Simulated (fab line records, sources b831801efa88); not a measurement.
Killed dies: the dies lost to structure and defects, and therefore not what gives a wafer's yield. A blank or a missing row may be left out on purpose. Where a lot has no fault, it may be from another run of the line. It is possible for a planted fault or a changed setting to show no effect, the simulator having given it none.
Which tool is to blame? -- flow gf180mcu -- 39 wafers from 13 lots sampled at 4 of the route's 602 steps

WHAT THE GAUGES READ, wafer by wafer
GF_MIM_THK_MEAS_06.
lot,measured,on,MIM_CVD_05_THK (nm)
L716,day 24 06:20,film_metro-04,42.2 42.6 43.0
L717,day 24 14:23,film_metro-04,41.8 42.2 42.9
L718,day 24 22:20,film_metro-04,85.1 86.2 85.0
L721,day 26 08:00,film_metro-01,41.5 42.2 42.5
L722,day 26 14:46,film_metro-03,83.2 84.2 84.9
L728,day 28 10:32,film_metro-04,41.3 41.4 42.6
L731,day 29 13:29,film_metro-01,41.6 42.8 42.6
L733,day 30 00:24,film_metro-01,41.7 41.8 41.9
L735,day 30 12:50,film_metro-04,41.4 41.6 42.4
L736,day 30 19:20,film_metro-03,42.3 42.8 43.7
L737,day 31 00:07,film_metro-01,41.9 42.1 42.6
L738,day 31 02:52,film_metro-04,41.9 41.6 42.5
L739,day 31 10:00,film_metro-03,41.8 42.6 42.7

EACH LOT AND THE TOOL THAT RAN IT (in order: tool; ch and the chambers of the sampled wafers; start)
lot,GF_V4_ETCH_17,GF_MIM_SPUTTER_00,GF_MIM_CVD_05
L716,"rie_diel-01 ch 0,1,3, day 24 06:05 or earlier","pvd_sputter-03, day 24 06:05","pecvd-01 ch 0,1, day 24 06:19"
L717,"rie_diel-01 ch 0,3, day 24 14:08 or earlier","pvd_sputter-03, day 24 14:08","pecvd-01 ch 1,2, day 24 14:22"
L718,"rie_diel-03 ch 0,3, day 24 21:50 or earlier","pvd_sputter-04, day 24 21:50","pecvd-02 ch 0,1, day 24 22:04"
L721,"rie_diel-03 ch 1,3, day 26 07:45 or earlier","pvd_sputter-01, day 26 07:45","pecvd-01 ch 0,1,2, day 26 07:58"
L722,"rie_diel-04 ch 0,1,3, day 26 14:17 or earlier","pvd_sputter-03, day 26 14:17","pecvd-01 ch 0,1, day 26 14:31"
L728,"rie_diel-01 ch 1,3, day 28 10:17 or earlier","pvd_sputter-01, day 28 10:17","pecvd-01 ch 0,1,2, day 28 10:31"
L731,"rie_diel-01 ch 0,1, day 29 13:14 or earlier","pvd_sputter-04, day 29 13:14","pecvd-01 ch 0,1, day 29 13:28"
L733,"rie_diel-01 ch 0,1, day 30 00:08 or earlier","pvd_sputter-03, day 30 00:08","pecvd-02 ch 0,1, day 30 00:22"
L735,"rie_diel-01 ch 0,2,3, day 30 12:35 or earlier","pvd_sputter-01, day 30 12:35","pecvd-02 ch 0,1,2, day 30 12:49"
L736,"rie_diel-01 ch 0,1,2, day 30 19:05 or earlier","pvd_sputter-03, day 30 19:05","pecvd-02 ch 0,2, day 30 19:18"
L737,"rie_diel-04 ch 1,2,3, day 30 23:52 or earlier","pvd_sputter-01, day 30 23:52","pecvd-01 ch 0,1, day 31 00:05"
L738,"rie_diel-04 ch 1,2,3, day 31 02:37 or earlier","pvd_sputter-01, day 31 02:37","pecvd-03 ch 0,1, day 31 02:50"
L739,"rie_diel-04 ch 2,3, day 31 09:44 or earlier","pvd_sputter-03, day 31 09:44","pecvd-01 ch 1,2, day 31 09:58"
- GF_V4_ETCH_17: etches SiO2 in C4F8/O2/Ar, stops on TiN, target depth 630 nm.
- GF_MIM_SPUTTER_00: material Ti, target thk 37.5 nm, time 150 s.
- GF_MIM_CVD_05: deposits Si3N4, target thk 42 nm, time 29.086 s.

AS READ BY THE TOOLS THEMSELVES (means over the sampled wafers that have a number; for cases with no such wafer, the mark the record gives instead)
GF_V4_ETCH_17.
lot,tool,chamber_pressure_mTorr (mTorr),oes_product_au (a.u.)
L716,rie_diel-01,39.99,0.859
L717,rie_diel-01,39.99,0.860
L718,rie_diel-03,40.00,0.856
L721,rie_diel-03,40.01,0.859
L722,rie_diel-04,39.96,0.851
L728,rie_diel-01,40.00,0.851
L731,rie_diel-01,40.04,0.853
L733,rie_diel-01,40.03,0.856
L735,rie_diel-01,40.01,0.860
L736,rie_diel-01,40.00,0.853
L737,rie_diel-04,40.01,0.853
L738,rie_diel-04,40.00,0.857
L739,rie_diel-04,40.01,0.857

GF_MIM_SPUTTER_00.
lot,tool,throttle_valve_pct (%)
L716,pvd_sputter-03,30.4
L717,pvd_sputter-03,30.4
L718,pvd_sputter-04,29.5
L721,pvd_sputter-01,30.8
L722,pvd_sputter-03,30.2
L728,pvd_sputter-01,30.9
L731,pvd_sputter-04,29.8
L733,pvd_sputter-03,30.0
L735,pvd_sputter-01,30.8
L736,pvd_sputter-03,30.2
L737,pvd_sputter-01,30.4
L738,pvd_sputter-01,30.4
L739,pvd_sputter-03,30.1

GF_MIM_CVD_05.
lot,tool,heater_power_w (W)
L716,pecvd-01,629
L717,pecvd-01,616
L718,pecvd-02,597
L721,pecvd-01,624
L722,pecvd-01,592
L728,pecvd-01,680
L731,pecvd-01,648
L733,pecvd-02,615
L735,pecvd-02,638
L736,pecvd-02,653
L737,pecvd-01,584
L738,pecvd-03,570
L739,pecvd-01,620

THE ANSWER, worked out from the rows above alone
Rule: usual is defined by the lots themselves. Put in order of their means at a reading, lots are off if they are a third of the lots or fewer, leave a main group of 4 or more, and stand apart from it by a gap of 3 or more times the standard deviation of the main group's means; of several such gaps the widest counts. Not used: any main group whose means are identical at the precision the tables above print for the reading. Also off: a lot with no number at a reading for which 4 or more lots have one. Where the step has rows for the other lots, those lots are counted as sound. First the gauges in route order, then the tools' own readings, where a lot's mean is used as printed above. The first step at which some lot is off is used, and at that step the reading that is off furthest; a lot without a number counts as furthest.
Off: at GF_MIM_THK_MEAS_06 (MIM_CVD_05_THK), L718, L722. The main group has a mean of 42.2 nm with a standard deviation of 0.35.
A tool fits if, at a process step before that reading, it ran every lot that is off, and no sound lot after the first of them. Gauges at GF_MIM_THK_MEAS_06: tried the same way as those tools. GF_V4_ETCH_17: start missing for some lots; hours and lot order therefore follow GF_MIM_SPUTTER_00. Of those tried, none fits.

WHAT THE SIMULATOR HAD INSERTED
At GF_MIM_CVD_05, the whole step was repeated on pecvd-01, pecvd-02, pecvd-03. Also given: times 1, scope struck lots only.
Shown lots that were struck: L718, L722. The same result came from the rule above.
